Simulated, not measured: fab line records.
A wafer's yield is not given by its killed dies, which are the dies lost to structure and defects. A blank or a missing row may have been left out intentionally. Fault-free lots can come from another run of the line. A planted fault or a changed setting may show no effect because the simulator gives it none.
Matching of chambers | flow sky130 | cmp-02 running SKY_FIELD_ISO_CMP_27: 4 sister chambers
The step polishes, stops on Si3N4, t overpolish 16 s, target thk 457.8 nm. 16 wafers are shown with their chamber, then 8 later ones without.

== EACH WAFER AND ITS CHAMBER ==
wafer  | chamber | motor current A (A) | time to endpoint s (s) | overpolish run s (s)
L190.1 | 1       | 10.5                | 116                    | 15.991
L190.3 | 2       | 11.4                | 109                    | 15.989
L190.6 | 2       | 11.5                | 109                    | 16.016
L194.1 | 3       | 12.4                | 119                    | 15.999
L194.3 | 0       | 11.6                | 114                    | 16.016
L194.6 | 3       | 12.0                | 114                    | 15.996
L195.3 | 1       | 11.4                | 118                    | 16.007
L195.4 | 0       | 12.4                | 114                    | 16.004
L195.5 | 0       | 12.2                | 114                    | 16.007
L197.3 | 0       | 11.5                | 117                    | 16.006
L197.4 | 3       | 12.6                | 113                    | 16.004
L197.6 | 2       | 11.4                | 117                    | 15.999
L199.1 | 1       | 11.9                | 117                    | 16.001
L199.3 | 3       | 12.2                | 112                    | 15.997
L199.4 | 2       | 11.4                | 115                    | 15.991
L208.2 | 2       | 11.5                | 109                    | 16.002

SIGNATURES (averages over the wafers above)
reading            | chamber 0 | chamber 1 | chamber 2 | chamber 3 | scatter within a chamber
motor current A    | 11.925    | 11.267    | 11.440    | 12.300    | 0.388
time to endpoint s | 114.75    | 117.00    | 111.80    | 114.50    | 2.87
overpolish run s   | 16.00825  | 15.99967  | 15.99940  | 15.99900  | 0.00772
Rule: distance of a wafer from a chamber = root of the sum over the readings of ((wafer's reading minus chamber's mean) / reading's scatter) squared. The wafer belongs to the nearest chamber; if the next one is less than 2 further off, it can't be placed. The scatter: take each reading less its chamber's mean, square it, sum over the shown wafers, divide by the number of wafers less the number of chambers, and take the root.

== WAFERS MISSING THEIR CHAMBER ==
wafer  | motor current A (A) | time to endpoint s (s) | overpolish run s (s)
L208.5 | 11.9                | 110                    | 16.008
L208.6 | 11.9                | 105                    | 15.995
L211.2 | 11.6                | 108                    | 16.000
L211.4 | 11.7                | 107                    | 16.004
L211.6 | 10.8                | 116                    | 16.001
L213.1 | 11.4                | 116                    | 16.001
L213.4 | 11.5                | 111                    | 15.989
L213.5 | 11.7                | 111                    | 16.000

== CHAMBER TAKEN BY EACH ==
wafer  | from the rows above               | in truth
L208.5 | can't be placed: 0 or 2 or 3 or 1 | 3
L208.6 | can't be placed: 2 or 3 or 0 or 1 | 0
L211.2 | can't be placed: 2 or 0 or 3 or 1 | 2
L211.4 | can't be placed: 2 or 0 or 3 or 1 | 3
L211.6 | can't be placed: 1 or 2 or 0      | 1
L213.1 | can't be placed: 1 or 2 or 0 or 3 | 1
L213.4 | can't be placed: 2 or 1 or 3 or 0 | 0
L213.5 | can't be placed: 2 or 0 or 3 or 1 | 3
Placed correctly: 0 of 8. These rows do not allow placing 8 (true chamber among the candidates in 8). Placed wrongly: 0.
